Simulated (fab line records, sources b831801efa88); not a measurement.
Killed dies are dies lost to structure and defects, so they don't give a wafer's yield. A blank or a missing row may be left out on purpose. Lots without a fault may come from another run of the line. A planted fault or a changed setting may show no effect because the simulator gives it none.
fab line records | flow gf180mcu
record lots=5 wafers=15 last_day=34
route steps=602 shown V5@546 TOP_METAL@567
lots that met no fault: from a run of the same line without faults
start_h: hours from the record's first day to the start of the lot's first wafer shown | wait_h: hours since the lot's step before | " the same as in the row above | L1.1+2: a row that stands for several wafers | - no value, or no start given | * or withheld: withheld | < > ~ a bound
route shown NAME@n: a module of which the file shows steps, and the number in the route of the first | usual: mean/standard deviation of fault-free wafers | same: alike in all rows | chamber/n: place in a boat | sites: the reading at each site | _std_site: their standard deviation | _edge_site: outer sites' mean less inner sites' | radius_mm: how far each site lies from the wafer's centre | mask NAME#n: copy n | behind: the tool/chamber that last shaped the wafer | hold: why the lot was held/for how many hours/how that ended | device: the transistor (n, p or np) that didn't switch | end of line: the same wafers' tests at the end of the route | a step without rows: its recipe alone | killed: dies lost to structure and defects at the first sort, not the wafer's yield | map: a wafer's dies, x killed, . not, _ none there
set.NAME: the setting as run; set.NAME@STEP: as run at that earlier step | model.NAME: the simulator's own value behind a step, which no gauge read
lots at some steps of the route; a table a step, a row a wafer
services: from which hour (start_h, from the record's first day; less than 0 if before it) a tool's chamber was out of use, for how many hours, and why
## steps
# step GF_V5_DEHYDRATE_06
# recipe temp_c=200 time_s=60
# usual chill_plate_temp_C=23.00/0.088 resist_line_temp_C=23.02/0.098
# columns lot.wafer tool chamber start_h wait_h chill_plate_temp_C resist_line_temp_C
L074.2 litho_track-01 0 609.22 9.6 22.93 22.94
L074.3 " 0 " " 22.91 22.88
L074.5 " 0 " " 22.73 22.93
L080.2 litho_track-01 0 663.92 9.4 22.90 23.08
L080.4 " 0 " " 23.14 23.08
L080.5 " 0 " " 22.93 23.08
L093.3 litho_track-03 0 749.77 7.9 22.97 23.02
L093.4 " 0 " " 22.94 23.11
L093.5 " 0 " " 23.00 22.91
L096.2 litho_track-03 0 766.15 7.6 23.01 22.83
L096.5 " 0 " " 23.11 22.91
L096.6 " 0 " " 23.02 22.93
L097.1 litho_track-01 0 773.34 7.5 23.08 22.94
L097.3 " 0 " " 23.13 22.84
L097.5 " 0 " " 23.17 22.93
# step GF_V5_HMDS_07
# recipe prime_time_s=60 prime_temp_c=120
# usual chill_plate_temp_C=23.00/0.1 resist_line_temp_C=22.99/0.11
# columns lot.wafer tool chamber start_h wait_h chill_plate_temp_C resist_line_temp_C
L074.2 litho_track-01 0 609.37 0.1 22.93 22.98
L074.3 " 0 " " 22.98 22.89
L074.5 " 0 " " 23.10 22.97
L080.2 litho_track-01 0 664.07 0.1 22.89 22.96
L080.4 " 0 " " 23.09 23.00
L080.5 " 0 " " 22.94 22.93
L093.3 litho_track-03 0 749.92 0.1 23.13 22.87
L093.4 " 0 " " 23.06 22.78
L093.5 " 0 " " 23.00 22.79
L096.2 litho_track-03 0 766.30 0.1 22.91 23.01
L096.5 " 0 " " 22.80 22.85
L096.6 " 0 " " 22.89 23.00
L097.1 litho_track-01 0 773.49 0.1 22.96 22.88
L097.3 " 0 " " 22.94 23.14
L097.5 " 0 " " 23.28 23.00
# step GF_V5_COAT_08
# recipe resist=BARC temp_c=withheld time_s=withheld spin_rpm=withheld resist_thk_nm=withheld
# usual chill_plate_temp_C=* resist_line_temp_C=*
# columns lot.wafer tool chamber start_h wait_h chill_plate_temp_C resist_line_temp_C
L074.2 litho_track-01 0 609.52 0.1 * *
L074.3 " 0 " " * *
L074.5 " 0 " " * *
L080.2 litho_track-01 0 664.22 0.1 * *
L080.4 " 0 " " * *
L080.5 " 0 " " * *
L093.3 litho_track-03 0 750.07 0.1 * *
L093.4 " 0 " " * *
L093.5 " 0 " " * *
L096.2 litho_track-03 0 766.45 0.1 * *
L096.5 " 0 " " * *
L096.6 " 0 " " * *
L097.1 litho_track-01 0 773.64 0.1 * *
L097.3 " 0 " " * *
L097.5 " 0 " " * *
# step GF_V5_COAT_09
# recipe resist=KrF spin_rpm=withheld resist_thk_nm=1000
# usual chill_plate_temp_C=23.01/0.099 resist_line_temp_C=23.00/0.1
# columns lot.wafer tool chamber start_h wait_h chill_plate_temp_C resist_line_temp_C
L074.2 litho_track-01 0 - - 23.09 23.07
L074.3 " 0 " " 23.00 23.03
L074.5 " 0 " " 23.04 23.21
L080.2 litho_track-01 0 - - 23.08 23.00
L080.4 " 0 " " 22.87 22.90
L080.5 " 0 " " 23.17 22.91
L093.3 litho_track-03 0 - - 22.99 22.95
L093.4 " 0 " " 22.98 22.90
L093.5 " 0 " " 22.97 23.01
L096.2 litho_track-03 0 - - 22.95 23.01
L096.5 " 0 " " 23.00 23.02
L096.6 " 0 " " 23.14 22.94
L097.1 litho_track-01 0 - - 22.79 23.13
L097.3 " 0 " " 23.00 23.06
L097.5 " 0 " " 22.70 23.10
# step GF_V5_SOFTBAKE_10
# recipe temp_c=130 time_s=60 resist=KrF
# usual chill_plate_temp_C=23.01/0.12 resist_line_temp_C=22.99/0.089
# columns lot.wafer tool chamber start_h wait_h chill_plate_temp_C resist_line_temp_C
L074.2 litho_track-01 0 - - 22.86 22.91
L074.3 " 0 " " 22.79 23.03
L074.5 " 0 " " 22.88 22.94
L080.2 litho_track-01 0 - - 23.07 22.87
L080.4 " 0 " " 23.09 22.97
L080.5 " 0 " " 22.97 22.92
L093.3 litho_track-03 0 - - 23.15 23.11
L093.4 " 0 " " 23.04 23.06
L093.5 " 0 " " 23.02 23.06
L096.2 litho_track-03 0 - - 22.98 22.98
L096.5 " 0 " " 22.97 23.03
L096.6 " 0 " " 22.97 22.91
L097.1 litho_track-01 0 - - 23.09 22.87
L097.3 " 0 " " 23.17 22.93
L097.5 " 0 " " 23.08 23.02
# step GF_V5_EXPOSE_11
# recipe mask_id=Via5 target_cd_nm=260 na=0.68 source_shape=conventional sigma_outer=0.6 dose_mj=38
# columns lot.wafer tool chamber start_h wait_h mask
L074.2+3+5 krf_scanner-01 0 - - Via5#0
L080.2+4+5 krf_scanner-02 0 - - Via5#0
L093.3+4+5 krf_scanner-02 0 - - Via5#0
L096.2+5+6 krf_scanner-01 0 - - Via5#0
L097.1+3+5 krf_scanner-01 0 - - Via5#0
# step GF_V5_PEB_12
# recipe peb_temp_c=135 peb_time_s=90 resist=KrF
# usual chill_plate_temp_C=23.00/0.099 resist_line_temp_C=23.02/0.11
# columns lot.wafer tool chamber start_h wait_h chill_plate_temp_C resist_line_temp_C
L074.2 litho_track-03 0 - - 22.92 22.94
L074.3 " 0 " " 22.92 22.78
L074.5 " 0 " " 22.94 22.72
L080.2 litho_track-03 0 - - 22.93 22.93
L080.4 " 0 " " 22.87 22.88
L080.5 " 0 " " 23.06 23.04
L093.3 litho_track-01 0 - - 22.94 23.12
L093.4 " 0 " " 22.97 23.13
L093.5 " 0 " " 23.06 23.17
L096.2 litho_track-01 0 - - 22.95 22.94
L096.5 " 0 " " 23.01 23.01
L096.6 " 0 " " 22.95 23.15
L097.1 litho_track-04 0 - - 23.03 22.95
L097.3 " 0 " " 23.00 22.98
L097.5 " 0 " " 23.00 23.05
# step GF_V5_DEVELOP_13
# recipe develop_time_s=60 resist=KrF dev_temp_c=21
# usual chill_plate_temp_C=22.98/0.11 resist_line_temp_C=23.00/0.11
# columns lot.wafer tool chamber start_h wait_h chill_plate_temp_C resist_line_temp_C
L074.2 litho_track-03 0 619.90 0.2 22.88 22.95
L074.3 " 0 " " 22.95 22.69
L074.5 " 0 " " 22.87 22.91
L080.2 litho_track-03 0 673.80 0.2 22.83 23.11
L080.4 " 0 " " 22.91 23.15
L080.5 " 0 " " 23.01 23.24
L093.3 litho_track-01 0 758.74 0.1 22.87 23.01
L093.4 " 0 " " 23.04 22.94
L093.5 " 0 " " 22.98 22.92
L096.2 litho_track-01 0 774.31 0.2 23.01 23.09
L096.5 " 0 " " 23.12 22.97
L096.6 " 0 " " 23.10 22.94
L097.1 litho_track-04 0 781.52 0.2 23.14 23.19
L097.3 " 0 " " 23.10 22.96
L097.5 " 0 " " 23.06 22.95
# step GF_V5_CD_MEAS_14
# recipe target_cd_nm=260
# usual cd_nm=260.2/1.3
# columns lot.wafer tool chamber start_h wait_h cd_nm
L074.2 cd_sem-02 - 620.04 0.1 259.7
L074.3 " - " " 259.9
L074.5 " - " " 260.0
L080.2 cd_sem-01 - 673.94 0.1 260.3
L080.4 " - " " 260.8
L080.5 " - " " 259.2
L093.3 cd_sem-01 - 758.88 0.1 260.3
L093.4 " - " " 259.2
L093.5 " - " " 261.0
L096.2 cd_sem-01 - 774.46 0.1 260.2
L096.5 " - " " 259.1
L096.6 " - " " 257.2
L097.1 cd_sem-01 - 781.67 0.1 259.1
L097.3 " - " " 259.0
L097.5 " - " " 258.6
# step GF_V5_OVL_MEAS_15
# usual V5_OVL=0/5.6
# columns lot.wafer tool chamber start_h wait_h V5_OVL[nm]
L074.2 overlay-01 - 620.15 0.1 -2
L074.3 " - " " -7
L074.5 " - " " 3
L080.2 overlay-01 - 674.05 0.1 8
L080.4 " - " " 12
L080.5 " - " " 5
L093.3 overlay-02 - 758.97 0.1 -5
L093.4 " - " " 5
L093.5 " - " " 5
L096.2 overlay-02 - 774.57 0.1 -3
L096.5 " - " " 4
L096.6 " - " " 10
L097.1 overlay-02 - 781.79 0.1 8
L097.3 " - " " 13
L097.5 " - " " 12
# step GF_V5_ETCH_16
# recipe chemistry=N2/H2 target_depth_a=withheld overetch_a=withheld time_s=withheld target=BARC ion_energy_ev=200 source_w=500 bias_w=100 pressure_mtorr=30 n2_flow_sccm=100 h2_flow_sccm=200
# usual drypump_motor_current_A=5.7/0.51 oes_product_au=0.854/0.0044 throttle_valve_pct=13.225/0.0084
# columns lot.wafer tool chamber start_h wait_h drypump_motor_current_A oes_product_au throttle_valve_pct
L074.2 rie_diel-01 0 620.18 0.0 4.9 0.854 13.221
L074.3 " 2 " " 5.5 0.851 13.232
L074.5 " 1 " " 5.8 0.851 13.218
L080.2 rie_diel-01 3 674.08 0.0 5.9 0.844 13.217
L080.4 " 2 " " 5.5 0.851 13.235
L080.5 " 1 " " 5.8 0.858 13.230
L093.3 rie_diel-04 2 759.00 0.0 6.0 0.858 13.220
L093.4 " 3 " " 4.9 0.852 13.213
L093.5 " 3 " " 4.9 0.857 13.236
L096.2 rie_diel-02 0 774.60 0.0 6.3 0.858 13.222
L096.5 " 0 " " 6.3 0.854 13.238
L096.6 " 3 " " 5.3 0.858 13.221
L097.1 rie_diel-01 2 781.83 0.0 5.5 0.856 13.229
L097.3 " 1 " " 5.8 0.848 13.227
L097.5 " 0 " " 4.9 0.850 13.221
# step GF_V5_ETCH_17
# recipe chemistry=C4F8/O2/Ar mask_material=KrF target=SiO2 stop_on=TiN source_w=1500 bias_w=1200 pressure_mtorr=40 c4f8_flow_sccm=withheld O2_flow_sccm=6 Ar_flow_sccm=300 time_s=withheld target_depth_a=8550
# usual oes_product_au=0.859/0.0047
# columns lot.wafer tool chamber start_h wait_h oes_product_au
L074.2 rie_diel-01 0 - - 0.859
L074.3 " 2 " " 0.860
L074.5 " 1 " " 0.865
L080.2 rie_diel-01 3 - - 0.858
L080.4 " 2 " " 0.866
L080.5 " 1 " " 0.858
L093.3 rie_diel-04 2 - - 0.857
L093.4 " 3 " " 0.859
L093.5 " 3 " " 0.846
L096.2 rie_diel-02 0 - - 0.858
L096.5 " 0 " " 0.854
L096.6 " 3 " " 0.858
L097.1 rie_diel-01 2 - - 0.859
L097.3 " 1 " " 0.857
L097.5 " 0 " " 0.852
# step GF_V5_STRIP_18
# recipe chemistry=O2/N2 power_w=1400 pressure_mtorr=1500 platen_temp_c=250 o2_flow_sccm=3000 n2_flow_sccm=285.8 overash_fraction=0.5
# usual drypump_motor_current_A=6.2/0.37 heater_power_w=328/38 oes_product_au=0.568/0.0056 platen_temp_c=249.99/0.19
# columns lot.wafer tool chamber start_h wait_h drypump_motor_current_A heater_power_w oes_product_au platen_temp_c rf_hours_counter_h
L074.2 plasma_asher-03 1 620.33 - 6.6 379 0.566 250.30 52
L074.3 " 1 " " 6.6 386 0.575 250.17 -
L074.5 " 0 " " 5.6 307 0.573 250.32 -
L080.2 plasma_asher-03 0 674.23 - 5.6 304 0.562 250.14 58
L080.4 " 1 " " 6.6 381 0.572 249.92 -
L080.5 " 0 " " 5.6 298 0.565 250.09 -
L093.3 plasma_asher-03 0 759.18 - 5.6 306 0.579 249.67 -
L093.4 " 1 " " 6.6 376 0.566 249.80 -
L093.5 " 1 " " 6.6 383 0.573 249.85 -
L096.2 plasma_asher-04 0 774.75 - 6.0 291 0.559 249.80 98
L096.5 " 1 " " 6.0 289 0.569 249.91 -
L096.6 " 0 " " 6.0 286 0.572 249.92 -
L097.1 plasma_asher-04 0 781.98 - 6.0 292 0.565 249.86 99
L097.3 " 0 " " 6.0 291 0.575 249.63 -
L097.5 " 0 " " 6.0 295 0.573 249.66 -
# step GF_V5_STRIP_19
# recipe chemistry=post_etch_residue_remover time_s=1200 temp_c=72.5
# columns lot.wafer tool chamber start_h wait_h
L074.2+3+5 wet_bench-01 2 620.43 0.1
L080.2+4+5 wet_bench-01 3 674.33 0.1
L093.3+4+5 wet_bench-01 2 759.25 0.0
L096.2+5+6 wet_bench-02 1 774.85 0.1
L097.1+3+5 wet_bench-04 2 782.08 0.1
# step GF_V5_CLEAN_20
# recipe chemistry=DIW dry=n2_spin
# columns lot.wafer tool chamber start_h wait_h
L074.2+3+5 wet_bench-02 3 620.77 0.0
L080.2+4+5 wet_bench-04 0 674.70 0.0
L093.3+4+5 wet_bench-04 2 759.59 0.0
L096.2+5+6 wet_bench-04 0 775.19 0.0
L097.1+3+5 wet_bench-04 3 782.42 0.0
# step GF_V5_SPUTTER_21
# recipe material=Ti target_thk_nm=15 chamber_pressure_pa=5 power_w=2500 substrate_temp_c=200 time_s=80.02
# usual chamber_pressure_pa=4.999/0.0098 throttle_valve_pct=29.7/0.83
# columns lot.wafer tool chamber start_h wait_h chamber_pressure_pa throttle_valve_pct
L074.2 pvd_sputter-04 - 620.87 0.0 5.003 30.7
L074.3 " - " " 4.976 31.2
L074.5 " - " " 4.986 31.1
L080.2 pvd_sputter-02 - 674.80 0.0 5.007 29.4
L080.4 " - " " 5.002 29.7
L080.5 " - " " 5.000 29.5
L093.3 pvd_sputter-02 - 759.69 0.0 5.005 29.4
L093.4 " - " " 5.010 28.8
L093.5 " - " " 4.997 29.2
L096.2 pvd_sputter-04 - 775.28 0.0 5.011 30.9
L096.5 " - " " 4.992 31.1
L096.6 " - " " 5.003 30.9
L097.1 pvd_sputter-04 - 782.51 0.0 5.012 31.1
L097.3 " - " " 4.995 28.4
L097.5 " - " " 4.995 28.6
# step GF_V5_SPUTTER_22
# recipe material=TiN target_thk_nm=10 chamber_pressure_pa=5 power_w=4000 time_s=40
# usual chamber_pressure_pa=4.999/0.01 throttle_valve_pct=29.7/0.84
# columns lot.wafer tool chamber start_h wait_h chamber_pressure_pa throttle_valve_pct
L074.2 pvd_sputter-04 - 620.93 0.0 4.981 30.9
L074.3 " - " " 4.993 31.2
L074.5 " - " " 5.002 31.0
L080.2 pvd_sputter-02 - 674.86 0.0 4.998 29.6
L080.4 " - " " 4.998 29.1
L080.5 " - " " 5.002 29.5
L093.3 pvd_sputter-02 - 759.75 0.0 5.006 29.5
L093.4 " - " " 4.979 28.5
L093.5 " - " " 5.014 29.2
L096.2 pvd_sputter-04 - 775.34 0.0 5.001 30.9
L096.5 " - " " 4.990 30.9
L096.6 " - " " 4.990 30.8
L097.1 pvd_sputter-04 - 782.57 0.0 4.994 30.9
L097.3 " - " " 5.013 28.7
L097.5 " - " " 5.003 28.5
# step GF_V5_CVD_23
# recipe material=W target_thk_nm=350 time_s=104.9 temp_c=400 pressure_torr=40
# usual heater_power_outer_w=509/120 heater_power_w=820/170
# columns lot.wafer tool chamber start_h wait_h heater_power_outer_w heater_power_w
L074.2 cvd_w-01 0 620.97 0.0 426 700
L074.3 " 1 " " 735 1103
L074.5 " 1 " " 738 1130
L080.2 cvd_w-02 1 674.90 0.0 374 639
L080.4 " 1 " " 383 664
L080.5 " 0 " " 561 885
L093.3 cvd_w-01 0 759.83 0.1 444 713
L093.4 " 1 " " 726 1109
L093.5 " 1 " " 726 1076
L096.2 cvd_w-02 1 775.38 0.0 387 635
L096.5 " 0 " " 556 907
L096.6 " 1 " " 377 663
L097.1 cvd_w-01 0 782.61 0.0 449 716
L097.3 " 1 " " 720 1121
L097.5 " 1 " " 745 1112
# step GF_V5_RS_MEAS_24
# recipe thk_meas_gauge=four-point-probe reads=W_of_V5_CVD_23+TiN_of_V5_SPUTTER_22+Ti_of_V5_SPUTTER_21
# usual V5_W_RS=0.328/0.0045
# columns lot.wafer tool chamber start_h wait_h V5_W_RS[ohm/sq]
L074.2 film_metro-03 - 621.10 0.1 0.331
L074.3 " - " " 0.333
L074.5 " - " " 0.329
L080.2 film_metro-04 - 675.03 0.1 0.325
L080.4 " - " " 0.324
L080.5 " - " " 0.327
L093.3 film_metro-04 - 759.94 0.1 0.328
L093.4 " - " " 0.319
L093.5 " - " " 0.322
L096.2 film_metro-04 - 775.51 0.1 0.322
L096.5 " - " " 0.332
L096.6 " - " " 0.325
L097.1 film_metro-04 - 782.72 0.1 0.338
L097.3 " - " " 0.330
L097.5 " - " " 0.328
# step GF_V5_THK_MEAS_25
# recipe thk_meas_gauge=xrf reads=W_of_V5_CVD_23
# usual V5_W_THK=355/5.2
# columns lot.wafer tool chamber start_h wait_h V5_W_THK[nm]
L074.2 film_metro-03 - 621.21 0.1 350
L074.3 " - " " 347
L074.5 " - " " 351
L080.2 film_metro-04 - 675.14 0.1 355
L080.4 " - " " 358
L080.5 " - " " 354
L093.3 film_metro-04 - 760.04 0.1 353
L093.4 " - " " 360
L093.5 " - " " 360
L096.2 film_metro-04 - 775.62 0.1 359
L096.5 " - " " 350
L096.6 " - " " 355
L097.1 film_metro-04 - 782.84 0.1 345
L097.3 " - " " 352
L097.5 " - " " 353
# step GF_V5_CMP_26
# recipe stop_on=SiO2 down_force_psi=3.5 platen_rpm=60 t_overpolish_s=15 target_thk_nm=0 pad_velocity_m_s=0.94248
# usual motor_current_A=12.0/1.2 overpolish_run_s=15.000/0.01 time_to_endpoint_s=84/4.7
# same t_overpolish_s=15
# columns lot.wafer tool chamber start_h wait_h motor_current_A overpolish_run_s time_to_endpoint_s
L074.2 cmp-01 0 621.26 0.0 9.6 15.007 96
L074.3 " 3 " " 12.4 14.995 83
L074.5 " 0 " " 10.1 14.995 96
L080.4 cmp-02 0 675.19 0.0 11.5 15.014 81
L080.2 " 2 " " 11.6 14.999 85
L080.5 " 0 " " 11.3 15.013 83
L093.3 cmp-02 3 760.13 0.1 14.0 15.006 77
L093.4 " 0 " " 11.4 14.991 83
L093.5 " 3 " " 14.1 14.993 81
L096.2 cmp-01 2 775.67 0.0 12.1 14.990 81
L096.5 " 2 " " 12.5 14.992 79
L096.6 " 3 " " 12.3 14.976 83
L097.3 cmp-02 2 782.90 0.0 11.6 14.998 84
L097.1 " 0 " " 11.5 14.999 82
L097.5 " 3 " " 13.9 15.008 81
# step GF_TOP_METAL_SPUTTER_00
# recipe material=Ti target_thk_nm=37.5 arriving_ion_energy_ev=80 substrate_temp_c=200 chamber_pressure_pa=2 power_w=4000 time_s=150
# usual chamber_pressure_pa=2.000/0.0041 throttle_valve_pct=29.7/0.73
# columns lot.wafer tool chamber start_h wait_h chamber_pressure_pa throttle_valve_pct
L074.2 pvd_sputter-02 - 621.56 0.2 2.002 28.9
L074.3 " - " " 2.002 29.5
L074.5 " - " " 2.006 29.8
L080.2 pvd_sputter-01 - 675.49 0.1 1.996 29.1
L080.4 " - " " 2.002 31.5
L080.5 " - " " 1.996 29.0
L093.3 pvd_sputter-02 - 760.38 0.2 2.000 29.1
L093.4 " - " " 2.001 29.8
L093.5 " - " " 1.994 30.0
L096.2 pvd_sputter-01 - 775.97 0.2 2.000 29.1
L096.5 " - " " 1.998 29.0
L096.6 " - " " 1.993 29.6
L097.1 pvd_sputter-03 - 783.20 0.1 2.006 29.9
L097.3 " - " " 2.003 30.4
L097.5 " - " " 1.996 31.1
# step GF_TOP_METAL_SPUTTER_01
# recipe material=TiN target_thk_nm=30 power_w=6500 time_s=25 chamber_pressure_pa=0.4
# usual chamber_pressure_pa=0.3999/0.00078 throttle_valve_pct=29.8/0.72
# columns lot.wafer tool chamber start_h wait_h chamber_pressure_pa throttle_valve_pct
L074.2 pvd_sputter-02 - 621.66 0.1 0.4011 28.9
L074.3 " - " " 0.3983 29.6
L074.5 " - " " 0.3991 29.8
L080.2 pvd_sputter-01 - 675.59 0.1 0.4005 29.2
L080.4 " - " " 0.3996 31.3
L080.5 " - " " 0.4016 29.2
L093.3 pvd_sputter-02 - 760.48 0.1 0.3992 28.7
L093.4 " - " " 0.4003 29.6
L093.5 " - " " 0.3998 29.5
L096.2 pvd_sputter-01 - 776.07 0.1 0.4007 29.1
L096.5 " - " " 0.4015 29.0
L096.6 " - " " 0.4006 29.5
L097.1 pvd_sputter-03 - 783.30 0.1 0.4008 30.1
L097.3 " - " " 0.3990 30.4
L097.5 " - " " 0.3994 31.1
# step GF_TOP_METAL_SPUTTER_02
# recipe material=AlCu target_thk_nm=900 power_w=10600 chamber_pressure_pa=0.3 substrate_temp_c=250 gas=Ar time_s=47.82
# usual chamber_pressure_pa=0.3001/0.00062 throttle_valve_pct=29.8/0.71
# columns lot.wafer tool chamber start_h wait_h chamber_pressure_pa throttle_valve_pct
L074.2 pvd_sputter-02 - 621.69 0.0 0.2998 28.5
L074.3 " - " " 0.3002 29.4
L074.5 " - " " 0.3004 29.6
L080.2 pvd_sputter-01 - 675.62 0.0 0.2996 29.2
L080.4 " - " " 0.3014 31.2
L080.5 " - " " 0.2997 28.9
L093.3 pvd_sputter-02 - 760.51 0.0 0.3007 28.9
L093.4 " - " " 0.3000 29.5
L093.5 " - " " 0.3001 29.5
L096.2 pvd_sputter-01 - 776.10 0.0 0.3005 29.3
L096.5 " - " " 0.2996 29.0
L096.6 " - " " 0.3007 29.4
L097.1 pvd_sputter-03 - 783.33 0.0 0.3000 30.3
L097.3 " - " " 0.2999 30.4
L097.5 " - " " 0.2993 30.9
# step GF_TOP_METAL_SPUTTER_03
# recipe material=Ti target_thk_nm=5 substrate_temp_c=300 chamber_pressure_pa=0.3 power_w=3000 time_s=3.3
# usual chamber_pressure_pa=0.3000/0.00056 throttle_valve_pct=29.8/0.72
# columns lot.wafer tool chamber start_h wait_h chamber_pressure_pa throttle_valve_pct
L074.2 pvd_sputter-02 - 621.73 0.0 0.2993 28.8
L074.3 " - " " 0.3009 29.5
L074.5 " - " " 0.3005 29.6
L080.2 pvd_sputter-01 - 675.66 0.0 0.2997 29.0
L080.4 " - " " 0.2994 31.2
L080.5 " - " " 0.2995 28.9
L093.3 pvd_sputter-02 - 760.56 0.0 0.2999 28.9
L093.4 " - " " 0.2999 29.8
L093.5 " - " " 0.3003 29.4
L096.2 pvd_sputter-01 - 776.15 0.0 0.3013 29.3
L096.5 " - " " 0.3004 29.1
L096.6 " - " " 0.3000 29.7
L097.1 pvd_sputter-03 - 783.38 0.0 0.3003 30.0
L097.3 " - " " 0.2996 30.1
L097.5 " - " " 0.2995 31.0
# step GF_TOP_METAL_SPUTTER_04
# recipe material=TiN target_thk_nm=25 power_w=6500 time_s=20.8 chamber_pressure_pa=0.4
# usual chamber_pressure_pa=0.4001/0.00076 throttle_valve_pct=29.8/0.72
# columns lot.wafer tool chamber start_h wait_h chamber_pressure_pa throttle_valve_pct
L074.2 pvd_sputter-02 - 621.75 0.0 0.3992 28.8
L074.3 " - " " 0.3996 29.6
L074.5 " - " " 0.3999 29.9
L080.2 pvd_sputter-01 - 675.68 0.0 0.3982 29.2
L080.4 " - " " 0.4008 31.2
L080.5 " - " " 0.3993 29.0
L093.3 pvd_sputter-02 - 760.57 0.0 0.4006 28.8
L093.4 " - " " 0.3996 29.6
L093.5 " - " " 0.4004 29.6
L096.2 pvd_sputter-01 - 776.17 0.0 0.3996 29.1
L096.5 " - " " 0.3995 29.1
L096.6 " - " " 0.4008 29.2
L097.1 pvd_sputter-03 - 783.40 0.0 0.3995 29.9
L097.3 " - " " 0.4018 30.3
L097.5 " - " " 0.3991 31.1
# step GF_TOP_METAL_RS_MEAS_05
# recipe thk_meas_gauge=four-point-probe reads=TiN_of_TOP_METAL_SPUTTER_04+Ti_of_TOP_METAL_SPUTTER_03+AlCu_of_TOP_METAL_SPUTTER_02+TiN_of_TOP_METAL_SPUTTER_01+Ti_of_TOP_METAL_SPUTTER_00
# usual TOP_METAL_ALCU_RS=0.0330/0.00042
# columns lot.wafer tool chamber start_h wait_h TOP_METAL_ALCU_RS[ohm/sq]
L074.2 film_metro-02 - 621.80 0.0 0.0332
L074.3 " - " " 0.0329
L074.5 " - " " 0.0326
L080.2 film_metro-01 - 675.73 0.0 0.0336
L080.4 " - " " 0.0332
L080.5 " - " " 0.0334
L093.3 film_metro-01 - 760.64 0.1 0.0334
L093.4 " - " " 0.0333
L093.5 " - " " 0.0336
L096.2 film_metro-01 - 776.21 0.0 0.0334
L096.5 " - " " 0.0332
L096.6 " - " " 0.0331
L097.1 film_metro-01 - 783.42 0.0 0.0330
L097.3 " - " " 0.0329
L097.5 " - " " 0.0328
# step GF_TOP_METAL_THK_MEAS_06
# recipe thk_meas_gauge=xrf reads=AlCu_of_TOP_METAL_SPUTTER_02
# usual TOP_METAL_ALCU_THK=884/11
# columns lot.wafer tool chamber start_h wait_h TOP_METAL_ALCU_THK[nm]
L074.2 film_metro-02 - 621.91 0.1 877
L074.3 " - " " 890
L074.5 " - " " 896
L080.2 film_metro-01 - 675.84 0.1 872
L080.4 " - " " 877
L080.5 " - " " 878
L093.3 film_metro-01 - 760.74 0.1 870
L093.4 " - " " 873
L093.5 " - " " 867
L096.2 film_metro-01 - 776.32 0.1 875
L096.5 " - " " 879
L096.6 " - " " 881
L097.1 film_metro-01 - 783.54 0.1 887
L097.3 " - " " 886
L097.5 " - " " 891
# step GF_TOP_METAL_DEHYDRATE_07
# recipe temp_c=200 time_s=60
# usual chill_plate_temp_C=22.98/0.11 resist_line_temp_C=23.00/0.1
# columns lot.wafer tool chamber start_h wait_h chill_plate_temp_C resist_line_temp_C
L074.2 litho_track-01 0 631.12 9.2 22.84 22.94
L074.3 " 0 " " 22.96 23.04
L074.5 " 0 " " 22.88 22.98
L080.2 litho_track-01 0 685.02 9.2 22.89 23.18
L080.4 " 0 " " 22.94 23.09
L080.5 " 0 " " 22.93 23.13
L093.3 litho_track-01 0 768.19 7.4 22.92 23.04
L093.4 " 0 " " 22.96 22.97
L093.5 " 0 " " 23.05 22.99
L096.2 litho_track-01 0 783.06 6.7 22.89 23.00
L096.5 " 0 " " 22.98 23.03
L096.6 " 0 " " 22.96 23.10
L097.1 litho_track-02 0 790.54 7.0 22.96 23.00
L097.3 " 0 " " 23.08 23.15
L097.5 " 0 " " 22.79 22.94
# step GF_TOP_METAL_HMDS_08
# recipe prime_time_s=60 prime_temp_c=120
# usual chill_plate_temp_C=23.02/0.11 resist_line_temp_C=23.00/0.11
# columns lot.wafer tool chamber start_h wait_h chill_plate_temp_C resist_line_temp_C
L074.2 litho_track-01 0 631.27 0.1 22.98 22.91
L074.3 " 0 " " 23.06 22.95
L074.5 " 0 " " 22.95 22.96
L080.2 litho_track-01 0 685.17 0.1 22.82 22.99
L080.4 " 0 " " 22.95 23.19
L080.5 " 0 " " 22.95 23.08
L093.3 litho_track-01 0 768.34 0.1 23.12 23.12
L093.4 " 0 " " 23.09 23.20
L093.5 " 0 " " 22.87 23.20
L096.2 litho_track-01 0 783.21 0.1 23.19 23.08
L096.5 " 0 " " 22.99 22.90
L096.6 " 0 " " 23.12 23.03
L097.1 litho_track-02 0 790.69 0.1 23.12 22.99
L097.3 " 0 " " 23.02 22.98
L097.5 " 0 " " 23.02 22.98
# step GF_TOP_METAL_COAT_09
# recipe resist=NOVOLAK spin_rpm=3000 resist_thk_nm=1500
# usual chill_plate_temp_C=23.01/0.099 resist_line_temp_C=22.99/0.092
# columns lot.wafer tool chamber start_h wait_h chill_plate_temp_C resist_line_temp_C
L074.2 litho_track-01 0 631.42 0.1 22.98 23.12
L074.3 " 0 " " 22.95 23.03
L074.5 " 0 " " 22.96 22.92
L080.2 litho_track-01 0 685.32 0.1 23.17 22.98
L080.4 " 0 " " 23.10 22.99
L080.5 " 0 " " 23.16 22.99
L093.3 litho_track-01 0 768.49 0.1 22.91 22.99
L093.4 " 0 " " 22.74 22.90
L093.5 " 0 " " 22.89 23.11
L096.2 litho_track-01 0 783.36 0.1 23.03 22.70
L096.5 " 0 " " 22.91 22.95
L096.6 " 0 " " 22.93 22.82
L097.1 litho_track-02 0 790.84 0.1 23.15 22.99
L097.3 " 0 " " 23.04 23.05
L097.5 " 0 " " 22.97 23.05
## services
# columns tool chamber start_h hours kind
pvd_sputter-02 - 597.04 2.7 repair
wet_bench-01 - 598.13 2.8 repair
pvd_sputter-04 - 601.19 1.1 repair
pvd_sputter-03 - 617.45 0.5 repair
krf_scanner-01 - 636.79 2.4 repair
rie_diel-01 3 640.46 5.0 repair
krf_scanner-01 - 643.57 1.9 repair
rie_diel-01 3 649.36 2.7 repair
cvd_w-01 - 673.77 0.2 repair
wet_bench-04 - 682.20 1.6 repair
krf_scanner-01 - 699.32 3.4 repair
cmp-02 - 700.98 0.5 repair
pvd_sputter-03 - 715.53 5.8 repair
plasma_asher-03 - 716.38 9.2 repair
pvd_sputter-04 - 718.45 0.8 repair
krf_scanner-01 - 719.42 0.8 pm
krf_scanner-01 - 725.76 1.0 pm
pvd_sputter-02 - 736.32 5.4 repair
krf_scanner-01 - 738.27 1.3 pm
cvd_w-01 - 738.53 6.9 pm
cmp-02 - 741.96 0.5 repair
cmp-02 - 743.22 4.3 pm
pvd_sputter-01 - 759.26 1.3 repair
wet_bench-04 - 770.43 1.9 pm
## key
fault none
